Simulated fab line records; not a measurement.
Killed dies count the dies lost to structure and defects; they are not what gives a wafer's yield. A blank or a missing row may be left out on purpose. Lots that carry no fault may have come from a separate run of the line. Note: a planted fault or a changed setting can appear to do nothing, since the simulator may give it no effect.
Matching of chambers || flow sky130 || SKY_FIELD_ISO_ETCH_17 on rieSi-01 has 4 sister chambers
The step etches Si in HBr/Cl2/O2, target depth 342 nm, time 97.7 s. 4 wafers are shown with their chamber, then 8 later ones without.

== EACH WAFER AND ITS CHAMBER ==
{"wafer": "L341.6", "chamber": 2, "drypumpMotorCurrentA (A)": 5.0}
{"wafer": "L345.3", "chamber": 1, "drypumpMotorCurrentA (A)": 5.5}
{"wafer": "L345.6", "chamber": 3, "drypumpMotorCurrentA (A)": 6.6}
{"wafer": "L346.2", "chamber": 0, "drypumpMotorCurrentA (A)": 5.7}

== WAFERS WITHOUT THEIR CHAMBER ==
{"wafer": "L346.4", "drypumpMotorCurrentA (A)": 6.7}
{"wafer": "L346.5", "drypumpMotorCurrentA (A)": 5.0}
{"wafer": "L347.4", "drypumpMotorCurrentA (A)": 5.0}
{"wafer": "L347.5", "drypumpMotorCurrentA (A)": 5.0}
{"wafer": "L347.6", "drypumpMotorCurrentA (A)": 5.5}
{"wafer": "L348.1", "drypumpMotorCurrentA (A)": 5.5}
{"wafer": "L348.5", "drypumpMotorCurrentA (A)": 5.7}
{"wafer": "L348.6", "drypumpMotorCurrentA (A)": 6.7}

== EACH ONE'S CHAMBER ==
{"wafer": "L346.4", "from the rows above": 3, "in truth": 3}
{"wafer": "L346.5", "from the rows above": 2, "in truth": 2}
{"wafer": "L347.4", "from the rows above": 2, "in truth": 2}
{"wafer": "L347.5", "from the rows above": 2, "in truth": 2}
{"wafer": "L347.6", "from the rows above": 1, "in truth": 1}
{"wafer": "L348.1", "from the rows above": 1, "in truth": 1}
{"wafer": "L348.5", "from the rows above": 0, "in truth": 0}
{"wafer": "L348.6", "from the rows above": 3, "in truth": 3}
8 of 8 placed correctly. Can't be placed from these rows: 0. Wrongly placed: 0.
How it was worked out, from the rows above alone: a wafer's distance from a chamber is the root of the sum, over the readings, of the square of ((its reading less the chamber's mean) divided by the reading's scatter). If the next closest chamber is less than 2 further off than the closest, the wafer can't be placed; otherwise it belongs to the closest. A chamber's mean is the mean of its shown wafers. The scatter: with one shown wafer a chamber, the root of the mean of the squares of how far each hidden wafer lies from its nearest shown one.
